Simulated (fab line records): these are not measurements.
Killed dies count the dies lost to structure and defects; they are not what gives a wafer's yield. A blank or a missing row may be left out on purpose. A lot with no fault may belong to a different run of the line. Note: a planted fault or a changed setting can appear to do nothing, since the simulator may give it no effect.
A struck lot beside a sound one + flow sky130 + 37 steps out of a route of 708
Sound: these wafers, L614.1, L614.2, L614.6. Struck: wafer L620.5. (L620.4, L620.6 of the same lot were not struck and are left out.) The cause comes at the end.
At each step with rows: each side's tool, then ch and its chambers, then its first start. Under that, the readings that differ: sound wafers + struck wafers + difference of the means + sigmas: that difference in standard deviations of wafers without a fault.
alike: a reading whose means differ by less than 2 such deviations, as well as words and numbers matching on both sides. not compared: withheld readings; readings where some wafer has no value; bounds like >300 that might hide an equal value; numbers whose values overlap and for which the record gives no deviation.
The two part at a step that has a row with sigmas, a row that says differs or no value, or rows on one side only. Non-overlapping numbers with no deviation appear without sigmas and do not part them. A reading missing from all wafers of one side parts the sides only when that side holds two or more wafers.

first, 10 steps without rows for these wafers: SKY_FIELD_ISO_ETCH_15 (etches the open film in CHF3/O2, stops on Si, target depth 180 nm, time 72 s); SKY_FIELD_ISO_STRIP_16 (strips in O2/N2); SKY_FIELD_ISO_ETCH_17 (etches Si in HBr/Cl2/O2, target depth 342 nm, time 97.7 s); SKY_FIELD_ISO_WET_ETCH_18 (etches Si3N4 in H3PO4, target depth 25 nm, time 286 s); SKY_FIELD_ISO_CLEAN_19 (cleans in SC1/SC2, time 150 s); SKY_FIELD_ISO_CLEAN_20 (cleans in dHF, time 20 s); SKY_FIELD_ISO_WET_ETCH_21 (etches SiO2 in dHF, target depth 20 nm, time 400 s); SKY_FIELD_ISO_OXIDATION_22 (stabilise 600 s, purge 300 s, target thk 10 nm); SKY_FIELD_ISO_CVD_24 (deposits SiO2, target thk 595 nm, time 99.2 s); SKY_FIELD_ISO_ANNEAL_26 (time 1800 s).
SKY_FIELD_ISO_CMP_27: polishes, stops on Si3N4, t overpolish 16 s, target thk 457.8 nm.
  sound on cmp-01 ch 2,3, day 4 18:03; struck on cmp-01 ch 1, day 5 21:41
  alike: motor current A, overpolish run s, time to endpoint s
then, 25 steps without rows for these wafers: SKY_FIELD_ISO_WET_ETCH_28 (etches SiO2 in dHF, target depth 23.7 nm, time 47 s); SKY_FIELD_ISO_WET_ETCH_29 (etches Si3N4 in H3PO4, target depth 160 nm, time 1825 s); SKY_FIELD_ISO_WET_ETCH_30 (etches SiO2 in dHF, target depth 25 nm, time 50 s); SKY_NWELL_CLEAN_00 (cleans in SC1/SC2, time 150 s); SKY_NWELL_OXIDATION_01 (stabilise 600 s, purge 300 s, target thk 10 nm); SKY_DNWELL_DEHYDRATE_00 (time 60 s); SKY_DNWELL_HMDS_01 (prime time 60 s); SKY_DNWELL_COAT_02 (resist thk 3000 nm); SKY_DNWELL_SOFTBAKE_03; SKY_DNWELL_EXPOSE_04 (exposes mask DNM, target cd 3000 nm); SKY_DNWELL_PEB_05; SKY_DNWELL_DEVELOP_06 (develop time 60 s); SKY_DNWELL_IMPLANT_07; SKY_DNWELL_STRIP_08 (strips in O2/N2); SKY_PWDE_DEHYDRATE_00 (time 60 s); SKY_PWDE_HMDS_01 (prime time 60 s); SKY_PWDE_COAT_02 (resist thk 3000 nm); SKY_PWDE_SOFTBAKE_03; SKY_PWDE_EXPOSE_04 (exposes mask PWDEM, target cd 840 nm); SKY_PWDE_PEB_05; SKY_PWDE_DEVELOP_06 (develop time 60 s); SKY_PWDE_IMPLANT_08; SKY_PWDE_STRIP_09 (strips in O2/N2); SKY_NWELL_DEHYDRATE_03 (time 60 s); SKY_NWELL_HMDS_04 (prime time 60 s).
-- the record jumps here: 45 days lie between the struck wafers' starts before and after (it left off in module NWELL and takes up again in module PAD_OPEN, whose first step shown is number 708 of the route) --
SKY_PAD_OPEN_PROBE_99:
  struck on prober-02, day 50 14:59; sound on prober-02, day 49 07:08
| reading             | sound    | struck | difference | sigmas |
|---------------------|----------|--------|------------|--------|
| killed at front end | 17 13 13 | 123    | +109       | +24    |
| killed dies         | 76 83 91 | 182    | +99        | +11    |
| killed on rim       | 17 14 13 | 43     | +28        | +8     |
  alike: killed_at_M0_to_M3, killed_at_M4_up, killed at contacts, killed at other, killed open, killed short

## WHERE THEY PART
At SKY_PAD_OPEN_PROBE_99 and nowhere else, as far as this record goes.

WHY: the cause the simulator had injected
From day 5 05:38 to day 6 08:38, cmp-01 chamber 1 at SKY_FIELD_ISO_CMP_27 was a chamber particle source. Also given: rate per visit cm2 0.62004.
